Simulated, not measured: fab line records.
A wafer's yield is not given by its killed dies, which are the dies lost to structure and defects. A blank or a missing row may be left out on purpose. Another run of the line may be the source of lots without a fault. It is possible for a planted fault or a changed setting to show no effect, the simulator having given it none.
The tool behind it: which one? + flow sky130 + 10 lots, 30 wafers sampled, at 6 steps of a route of 708

## WHAT THE GAUGES SHOWED, per wafer
SKY_VIA4_BOW_MEAS_03.
| lot  | measured     | on           | VIA4_BOW (um) |
|------|--------------|--------------|---------------|
| L986 | day 43 15:16 | filmMetro-01 | 74 91 82      |
| L987 | day 44 09:41 | filmMetro-03 | 64 76 86      |
| L988 | day 44 20:44 | filmMetro-01 | 79 87 91      |
| L989 | day 45 02:44 | filmMetro-03 | 84 71 80      |
| L990 | day 45 07:18 | filmMetro-01 | 82 93 82      |
| L991 | day 45 10:28 | filmMetro-02 | 92 83 76      |
| L996 | day 47 00:17 | filmMetro-02 | 78 80 71      |
| L101 | day 48 03:28 | filmMetro-03 | 79 77 76      |
| L102 | day 48 12:46 | filmMetro-02 | 77 81 76      |
| L108 | day 49 14:48 | filmMetro-03 | 79 92 88      |

SKY_VIA4_OVL_MEAS_11.
| lot  | measured     | on         | VIA4_OVL (nm)  |
|------|--------------|------------|----------------|
| L986 | day 44 14:48 | overlay-02 | 0.4 0.3 1.3    |
| L987 | day 45 08:28 | overlay-02 | 1.7 -0.2 0.8   |
| L988 | day 45 19:22 | overlay-01 | 0.7 -1.1 -0.5  |
| L989 | day 46 01:31 | overlay-02 | 0.8 -0.4 1.1   |
| L990 | day 46 05:53 | overlay-01 | 0.9 1.5 1.1    |
| L991 | day 46 08:39 | overlay-02 | -0.1 -2.7 0.2  |
| L996 | day 47 21:06 | overlay-02 | -1.0 1.0 1.2   |
| L101 | day 49 00:05 | overlay-02 | 0.5 -0.5 0.6   |
| L102 | day 49 09:15 | overlay-02 | 1.0 1.1 0.3    |
| L108 | day 50 09:24 | overlay-01 | -0.1 -0.5 -0.7 |

SKY_VIA4_RS_MEAS_19: a four-point-probe measurement.
| lot  | measured     | on           | VIA4_W_RS (ohm/sq)   |
|------|--------------|--------------|----------------------|
| L986 | day 44 15:44 | filmMetro-03 | 0.2274 0.2231 0.2270 |
| L987 | day 45 09:25 | filmMetro-01 | 0.2258 0.2260 0.2209 |
| L988 | day 45 20:21 | filmMetro-03 | 0.2253 0.2251 0.2280 |
| L989 | day 46 02:31 | filmMetro-01 | 0.2259 0.2294 0.2242 |
| L990 | day 46 06:49 | filmMetro-03 | 0.2296 0.2250 0.2242 |
| L991 | day 46 09:35 | filmMetro-01 | 0.2257 0.2207 0.2219 |
| L996 | day 47 22:03 | filmMetro-03 | 0.2289 0.2283 0.1751 |
| L101 | day 49 01:01 | filmMetro-03 | 0.1746 0.2247 0.2241 |
| L102 | day 49 10:11 | filmMetro-01 | 0.2204 0.2242 0.2241 |
| L108 | day 50 10:21 | filmMetro-03 | 0.2228 0.2259 0.2218 |

SKY_VIA4_THK_MEAS_20: measures by xrf.
| lot  | measured     | on           | VIA4_W_THK (nm) |
|------|--------------|--------------|-----------------|
| L986 | day 44 15:50 | filmMetro-03 | 506 511 504     |
| L987 | day 45 09:31 | filmMetro-01 | 503 504 516     |
| L988 | day 45 20:27 | filmMetro-03 | 511 509 501     |
| L989 | day 46 02:36 | filmMetro-01 | 509 503 513     |
| L990 | day 46 06:56 | filmMetro-03 | 498 510 510     |
| L991 | day 46 09:42 | filmMetro-01 | 509 521 516     |
| L996 | day 47 22:10 | filmMetro-03 | 502 502 657     |
| L101 | day 49 01:08 | filmMetro-03 | 662 510 512     |
| L102 | day 49 10:18 | filmMetro-01 | 519 513 508     |
| L108 | day 50 10:28 | filmMetro-03 | 516 504 518     |

## WHAT TOOL EACH LOT RAN ON (gives the tool, then ch and the chambers of the sampled wafers, and finally the start)
| lot  | SKY_METAL4_METAL_ETCH_18         | SKY_VIA4_CVD_18              |
|------|----------------------------------|------------------------------|
| L986 | rieMetal-03 ch 0,1, day 43 13:49 | cvdW-02 ch 0,1, day 44 15:33 |
| L987 | rieMetal-04 ch 0,1, day 44 08:22 | cvdW-01 ch 0,1, day 45 09:16 |
| L988 | rieMetal-03 ch 0,1, day 44 19:22 | cvdW-02 ch 0,1, day 45 20:13 |
| L989 | rieMetal-01 ch 0,1, day 45 01:25 | cvdW-01 ch 0,1, day 46 02:21 |
| L990 | rieMetal-03 ch 0,1, day 45 05:54 | cvdW-02 ch 0,1, day 46 06:40 |
| L991 | rieMetal-03 ch 0,1, day 45 09:07 | cvdW-01 ch 0,1, day 46 09:26 |
| L996 | rieMetal-01 ch 0,1, day 46 22:56 | cvdW-02 ch 0,1, day 47 21:54 |
| L101 | rieMetal-01 ch 0,1, day 48 02:09 | cvdW-02 ch 0,1, day 49 00:52 |
| L102 | rieMetal-01 ch 0,1, day 48 11:24 | cvdW-01 ch 0,1, day 49 10:01 |
| L108 | rieMetal-03 ch 0,1, day 49 13:22 | cvdW-01 ch 0, day 50 10:11   |
- SKY_METAL4_METAL_ETCH_18: etches the open film in Cl2/BCl3, stops on SiO2, target depth 845 nm, time 183.1 s.
- SKY_VIA4_CVD_18: deposits W, target thk 505 nm, time 152.14 s.

## WHAT THE TOOLS THEMSELVES READ (means of the sampled wafers that have a number; where no wafer has one, the mark that the record gives instead)
SKY_METAL4_METAL_ETCH_18.
| lot  | tool        | drypumpMotorCurrentA (A) | oesProductAu (a.u.) | throttleValvePct (%) |
|------|-------------|--------------------------|---------------------|----------------------|
| L986 | rieMetal-03 | 6.1                      | 0.867               | 22.271               |
| L987 | rieMetal-04 | 5.9                      | 0.872               | 22.250               |
| L988 | rieMetal-03 | 6.1                      | 0.868               | 22.257               |
| L989 | rieMetal-01 | 5.5                      | 0.859               | 22.261               |
| L990 | rieMetal-03 | 6.1                      | 0.867               | 22.259               |
| L991 | rieMetal-03 | 6.4                      | 0.860               | 22.257               |
| L996 | rieMetal-01 | 5.5                      | 0.861               | 22.273               |
| L101 | rieMetal-01 | 5.8                      | 0.868               | 22.267               |
| L102 | rieMetal-01 | 5.5                      | 0.864               | 22.250               |
| L108 | rieMetal-03 | 6.1                      | 0.859               | 22.261               |

SKY_VIA4_CVD_18.
| lot  | tool    | heaterPowerW (W) | susceptorTempC (C) |
|------|---------|------------------|--------------------|
| L986 | cvdW-02 | 886              | 399.90             |
| L987 | cvdW-01 | 769              | 400.05             |
| L988 | cvdW-02 | 841              | 400.26             |
| L989 | cvdW-01 | 739              | 400.07             |
| L990 | cvdW-02 | 841              | 400.08             |
| L991 | cvdW-01 | 771              | 399.89             |
| L996 | cvdW-02 | 866              | 404.76             |
| L101 | cvdW-02 | 877              | 404.91             |
| L102 | cvdW-01 | 770              | 400.00             |
| L108 | cvdW-01 | 689              | 400.55             |

## THE ANSWER, worked out from the rows above alone
Rule: the lots themselves supply what counts as usual. Put in order of their means at a reading, lots are off if they are a third of the lots or fewer, leave a main group of 4 or more, and stand apart from it by a gap of 3 or more times the standard deviation of the main group's means; of several such gaps the widest counts. Not used: any main group whose means are identical at the precision the tables above print for the reading. A lot without any number at a reading at which 4 lots or more have one is off too. Any other lot the step has rows for is counted as sound. After the gauges, taken in route order, come the tools' own readings; for these a lot's mean is taken, as printed above. At the first step where some lot is off, the reading lying furthest off is the one used; lots without a number count as furthest.
Off: L996, L101, at SKY_VIA4_RS_MEAS_19 (VIA4_W_RS). For the main group the mean is 0.2248 ohm/sq and the standard deviation 0.0015.
If a tool, at a process step before that reading, ran all the lots that are off and no sound lot after the first of them, it fits. The gauges at SKY_VIA4_RS_MEAS_19 aren't tried: what is off there is off at SKY_VIA4_CVD_18 too, on other tools, and a gauge's error can't cause that. One fits: SKY_VIA4_CVD_18 on cvdW-02. Its last sound lot is L990 (day 46 06:40), its first lot that is off L996 (day 47 21:54): a fault that began between those two fits.
On the lots that are off, the tool's own readings at SKY_VIA4_CVD_18 differ by more than 5 times the standard deviation of the sound lots' means, which bears it out; susceptorTempC reads 404.84 C there versus 400.10 C on the sound lots.

## WHAT THE SIMULATOR PUT IN
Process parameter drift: cvdW-02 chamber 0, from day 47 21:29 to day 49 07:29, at SKY_VIA4_CVD_18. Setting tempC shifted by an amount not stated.
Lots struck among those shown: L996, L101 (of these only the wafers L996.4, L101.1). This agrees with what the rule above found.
